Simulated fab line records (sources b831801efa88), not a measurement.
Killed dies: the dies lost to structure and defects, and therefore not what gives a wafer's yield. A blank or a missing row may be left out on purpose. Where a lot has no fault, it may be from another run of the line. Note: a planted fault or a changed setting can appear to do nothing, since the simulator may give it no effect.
Chamber matching | flow sky130 | 4 sister chambers for SKY_VIA4_CMP_02 on cmp-01
The step polishes SiO2. 4 wafers are shown with their chamber, then 12 later ones without.

WAFERS, EACH WITH ITS CHAMBER
wafer  | chamber | motor-current-A (A)
L086.3 | 1       | 12.3
L089.3 | 2       | 11.3
L089.4 | 0       | 11.1
L089.6 | 3       | 11.2

WAFERS WHOSE CHAMBER IS MISSING
wafer  | motor-current-A (A)
L093.2 | 11.3
L093.4 | 11.2
L093.6 | 11.1
L094.4 | 11.7
L094.5 | 11.5
L094.6 | 11.0
L095.3 | 11.4
L095.5 | 12.8
L095.6 | 11.7
L096.3 | 10.4
L096.4 | 12.4
L096.5 | 11.2

WHICH CHAMBER EACH WENT THROUGH
wafer  | from the rows above               | in truth
L093.2 | can't be placed: 2 or 3 or 0      | 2
L093.4 | can't be placed: 3 or 0 or 2      | 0
L093.6 | can't be placed: 0 or 3 or 2      | 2
L094.4 | can't be placed: 2 or 3 or 0 or 1 | 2
L094.5 | can't be placed: 2 or 3 or 0 or 1 | 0
L094.6 | can't be placed: 0 or 3 or 2      | 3
L095.3 | can't be placed: 2 or 3 or 0      | 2
L095.5 | 1                                 | 1
L095.6 | can't be placed: 2 or 3 or 0 or 1 | 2
L096.3 | can't be placed: 0 or 3 or 2      | 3
L096.4 | 1                                 | 1
L096.5 | can't be placed: 3 or 0 or 2      | 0
2 of 12 placed correctly. Not placeable from these rows: 10 (in 10, the candidates include the true chamber). Number placed wrongly: 0.
How it was worked out, from the rows above alone: a wafer's distance from a chamber is the root of the sum, over the readings, of the square of ((its reading less the chamber's mean) divided by the reading's scatter). If the next closest chamber is less than 2 further off than the closest, the wafer can't be placed; otherwise it belongs to the closest. For every chamber, the mean is computed from those of its wafers that are shown. The scatter: with one shown wafer a chamber, the root of the mean of the squares of how far each hidden wafer lies from its nearest shown one.
